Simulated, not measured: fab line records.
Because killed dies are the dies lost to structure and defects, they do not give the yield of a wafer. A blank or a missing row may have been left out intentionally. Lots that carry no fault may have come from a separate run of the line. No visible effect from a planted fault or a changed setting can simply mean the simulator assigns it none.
Struck lot and sound lot, side by side :: flow gf180mcu :: 14 steps out of a route of 602
Sound: the wafers L346.1, L346.2, L346.3. Struck: wafers L354.1, L354.2, L354.5. At the end, the cause is stated.
For every step that has rows: the tool of each side, followed by ch and its chambers, followed by its first start. Under that, the readings that differ: sound wafers :: struck wafers :: difference of the means :: sigmas: that difference in standard deviations of wafers without a fault.
alike: readings with means less than 2 such deviations apart, plus words and numbers identical on both sides. not compared: withheld readings, readings lacking a value on some wafer, bounds such as >300 that could conceal the same value, and numbers that have no deviation in the record and whose values overlap.
Wherever a step has rows on one side only, a row that says differs or no value, or a row with sigmas, the two part there. Numbers that don't overlap but have no deviation are shown without sigmas and don't part them. Lack of a reading on every wafer of one side parts them only where that side has two or more wafers.

first, 6 steps without rows for these wafers: GF_M4_HMDS_08 (prime time 60 s); GF_M4_COAT_09 (resist thk 1000 nm); GF_M4_SOFTBAKE_10 (time 60 s); GF_M4_EXPOSE_11 (exposes mask Metal4, target cd 280 nm); GF_M4_PEB_12 (peb time 90 s); GF_M4_DEVELOP_13 (develop time 60 s).
GF_M4_CD_MEAS_14: the cd target is 280 nm.
  struck on cd sem-02, day 26 06:25; sound on cd sem-02, day 23 17:54
reading: cd nm (nm)
sound: 278.3 277.5 278.5
struck: 281.6 280.6 281.9
difference: +3.3
sigmas: +3
GF_M4_OVL_MEAS_15:
  struck on overlay-01, day 26 06:32; sound on overlay-02, day 23 18:01
  alike: M4_OVL
GF_M4_METAL_ETCH_16: etches the open film in Cl2/BCl3, stops on SiO2, target depth 627.5 nm, time 104.6 s.
  sound on rie metal-03 ch 0,1, day 23 18:04; struck on rie metal-04 ch 0,1, day 26 06:35
  alike: drypump motor current A, oes product au, throttle valve pct
  not compared: rf hours counter h
GF_M4_STRIP_17: strips in O2/N2.
  sound on plasma asher-03 ch 0,1, day 23 18:10; struck on plasma asher-01 ch 0,1, day 26 06:41
  alike: drypump motor current A, heater power w, oes product au, strip time to endpoint s
  not compared: rf hours counter h
then, 2 steps without rows for these wafers: GF_M4_STRIP_18 (strips in post etch residue remover, time 1200 s); GF_M4_CLEAN_19 (cleans in DIW).
GF_V4_CVD_00: deposits SiO2, target thk 600 nm, time 100 s.
  sound on hdpcvd-02 ch 1,2, day 23 18:44; struck on hdpcvd-02 ch 0,1, day 26 07:28
  alike: sih4 flow sccm
GF_V4_THK_MEAS_01:
  struck on film metro-02, day 26 07:54; sound on film metro-04, day 23 18:50
reading: V4_CVD_00_THK (nm)
sound: 612 604 609
struck: 1213 1217 1216
difference: +607
sigmas: +99 or more

## WHERE THEY PART
Earliest at GF_M4_CD_MEAS_14; latest, in this record, at GF_V4_THK_MEAS_01.

WHY: what had been put in by the simulator
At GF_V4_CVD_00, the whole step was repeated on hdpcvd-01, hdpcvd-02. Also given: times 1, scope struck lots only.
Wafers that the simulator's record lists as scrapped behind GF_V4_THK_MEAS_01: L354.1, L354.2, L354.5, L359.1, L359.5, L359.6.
